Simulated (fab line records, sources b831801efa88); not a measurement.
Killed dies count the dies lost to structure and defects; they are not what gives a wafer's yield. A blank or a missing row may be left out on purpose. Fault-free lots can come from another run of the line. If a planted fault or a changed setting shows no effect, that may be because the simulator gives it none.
Chamber matching / flow gf180mcu / pecvd-03 running GF_SAB_CVD_00: 3 sister chambers
The step deposits SiO2 from TEOS, target thk 50 nm, time 4.9302 s. 3 wafers are shown with their chamber, then 7 later ones without.

## WAFERS WITH THEIR CHAMBER
wafer=L117.6; chamber=2; heaterPowerW (W)=687
wafer=L121.2; chamber=1; heaterPowerW (W)=768
wafer=L121.4; chamber=0; heaterPowerW (W)=753

## WAFERS WITH NO CHAMBER GIVEN
wafer=L121.5; heaterPowerW (W)=679
wafer=L126.1; heaterPowerW (W)=764
wafer=L126.2; heaterPowerW (W)=819
wafer=L126.6; heaterPowerW (W)=743
wafer=L128.1; heaterPowerW (W)=884
wafer=L128.4; heaterPowerW (W)=791
wafer=L128.6; heaterPowerW (W)=874

## WHICH CHAMBER EACH ONE RAN IN
wafer=L121.5; from the rows above=can't be placed: 2 or 0 or 1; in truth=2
wafer=L126.1; from the rows above=can't be placed: 1 or 0 or 2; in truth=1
wafer=L126.2; from the rows above=can't be placed: 1 or 0 or 2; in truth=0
wafer=L126.6; from the rows above=can't be placed: 0 or 1 or 2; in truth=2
wafer=L128.1; from the rows above=can't be placed: 1 or 0 or 2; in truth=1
wafer=L128.4; from the rows above=can't be placed: 1 or 0 or 2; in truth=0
wafer=L128.6; from the rows above=can't be placed: 1 or 0 or 2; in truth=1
Placed correctly: 0 of 7. Not placeable from these rows: 7 (in 7, the candidates include the true chamber). Placed wrongly: 0.
How it was worked out, from the rows above alone: a wafer's distance from a chamber is the root of the sum, over the readings, of the square of ((its reading less the chamber's mean) divided by the reading's scatter). The wafer belongs to the nearest chamber; if the next one is less than 2 further off, it can't be placed. A chamber's mean is the mean of its shown wafers. The scatter: root of mean squared gap, hidden wafer to nearest shown wafer, with one shown wafer a chamber.
